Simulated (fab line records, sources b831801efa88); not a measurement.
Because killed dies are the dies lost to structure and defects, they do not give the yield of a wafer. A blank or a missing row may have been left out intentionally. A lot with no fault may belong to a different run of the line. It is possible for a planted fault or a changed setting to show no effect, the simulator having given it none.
A struck lot beside a sound one    flow sky130    24 steps out of a route of 708
Sound: wafers L933.1, L933.4, L933.6. Wafers L947.3, L947.5, L947.6 were the ones struck. Last of all comes the cause.
Per side, at each step with rows, come the tool, then ch with its chambers, and then its first start. Under that, the readings that differ: sound wafers    struck wafers    difference of the means    sigmas: that difference in standard deviations of wafers without a fault.
alike: same words and numbers on both sides, and readings whose means sit less than 2 such deviations apart. not compared: any withheld reading, any reading some wafer has no value for, any bound like >300 that may hide the same value, and any number with overlapping values for which the record gives no deviation.
A row with sigmas, a row that says differs or no value, or rows on one side alone: a step with any of these is where the two part. When numbers do not overlap yet have no deviation, they are printed without sigmas and do not part them. A reading that every wafer of one side lacks parts them only if that side has two wafers or more.

first, 8 steps without rows for these wafers: SKY_RES_XHIGH_DEHYDRATE_00 (time 60 s); SKY_RES_XHIGH_HMDS_01 (prime time 60 s); SKY_RES_XHIGH_COAT_02 (resist thk 1140 nm); SKY_RES_XHIGH_SOFTBAKE_03 (time 60 s); SKY_RES_XHIGH_EXPOSE_04 (exposes mask URPM, target cd 1270 nm); SKY_RES_XHIGH_PEB_05; SKY_RES_XHIGH_DEVELOP_06 (develop time 60 s); SKY_RES_XHIGH_IMPLANT_07.
SKY_RES_XHIGH_STRIP_08: strips in O2/N2.
  sound on plasma-asher-01 ch 0,1, day 28 20:54; struck on plasma-asher-02 ch 0,1, day 33 04:08
  alike: drypump-motor-current-A, oes-product-au, strip-time-to-endpoint-s
  not compared: rf-hours-counter-h
SKY_RES_XHIGH_TW_MEAS_09:
  sound on film-metro-03, day 28 21:00; struck on film-metro-03, day 33 04:13
  alike: RES_XHIGH_TW
then, 2 steps without rows for these wafers: SKY_SD_N_DEHYDRATE_00 (time 60 s); SKY_SD_N_HMDS_01 (prime time 60 s).
SKY_SD_N_COAT_02: resist thk 1140 nm.
  sound on litho-track-04 ch 0, day 29 10:56; struck on litho-track-02 ch 0, day 33 16:53
reading                                    sound           struck          difference  sigmas
model.NOVOLAK_of_SD_N_COAT_02.thk-nm (nm)  1145 1145 1145  1030 1032 1031  -114        
then, 3 steps without rows for these wafers: SKY_SD_N_SOFTBAKE_03 (time 60 s); SKY_SD_N_EXPOSE_04 (exposes mask NSDM, target cd 380 nm); SKY_SD_N_PEB_05.
SKY_SD_N_DEVELOP_06: develop time 60 s.
  sound on litho-track-02 ch 0, day 30 01:20; struck on litho-track-02 ch 0, day 34 06:32
reading                                    sound           struck          difference  sigmas
model.NOVOLAK_of_SD_N_COAT_02.thk-nm (nm)  1144 1145 1144  1029 1032 1031  -114        
SKY_SD_N_CD_MEAS_07 targets a cd of 380 nm.
  sound on cd-sem-02, day 30 01:29; struck on cd-sem-02, day 34 06:58
reading     sound              struck             difference  sigmas
cd-nm (nm)  380.5 381.2 382.4  394.4 394.6 391.1  +12.0       +4
  not compared: hold
SKY_SD_N_OVL_MEAS_08:
  sound on overlay-02, day 30 01:36; struck on overlay-01, day 34 13:23
reading  sound  struck                                                                      difference                    sigmas
hold     - - -  await-dispo/6.3h/release await-dispo/6.3h/release await-dispo/6.3h/release  no value on the sound wafers  
  alike: SD_N_OVL
then, 2 steps without rows for these wafers: SKY_SD_N_IMPLANT_09; SKY_SD_N_IMPLANT_10.
SKY_SD_N_STRIP_11: strips in O2/N2.
  sound on plasma-asher-02 ch 0,1, day 30 01:56; struck on plasma-asher-03 ch 0,1, day 34 13:45
reading                       sound              struck             difference  sigmas
oes-product-au (a.u.)         0.529 0.531 0.531  0.521 0.506 0.518  -0.015      -3
strip-time-to-endpoint-s (s)  22.57 22.60 22.58  21.32 21.33 21.33  -1.26       -29
  alike: drypump-motor-current-A
  not compared: rf-hours-counter-h
SKY_SD_N_TW_MEAS_12:
  sound on film-metro-04, day 30 02:02; struck on film-metro-04, day 34 13:50
  alike: SD_N_TW
-- here the record skips 16 days between the struck wafers' starts before and after, leaving off in module SD_N and picking up in module PAD_OPEN (first step shown: number 708 of the route) --
SKY_PAD_OPEN_PROBE_99:
  sound on prober-01, day 47 15:15; struck on prober-02, day 50 12:25
  alike: killed_at_M0_to_M3, killed_at_M4_up, killed-at-contacts, killed-at-front-end, killed-at-other, killed-dies, killed-open, killed-short

== WHERE THEY PART ==
Last at SKY_SD_N_STRIP_11 as far as this record goes, first at SKY_SD_N_CD_MEAS_07. Later steps at which nothing parts them and some readings are alike: SKY_SD_N_TW_MEAS_12, SKY_PAD_OPEN_PROBE_99.

WHY: the cause the simulator had injected
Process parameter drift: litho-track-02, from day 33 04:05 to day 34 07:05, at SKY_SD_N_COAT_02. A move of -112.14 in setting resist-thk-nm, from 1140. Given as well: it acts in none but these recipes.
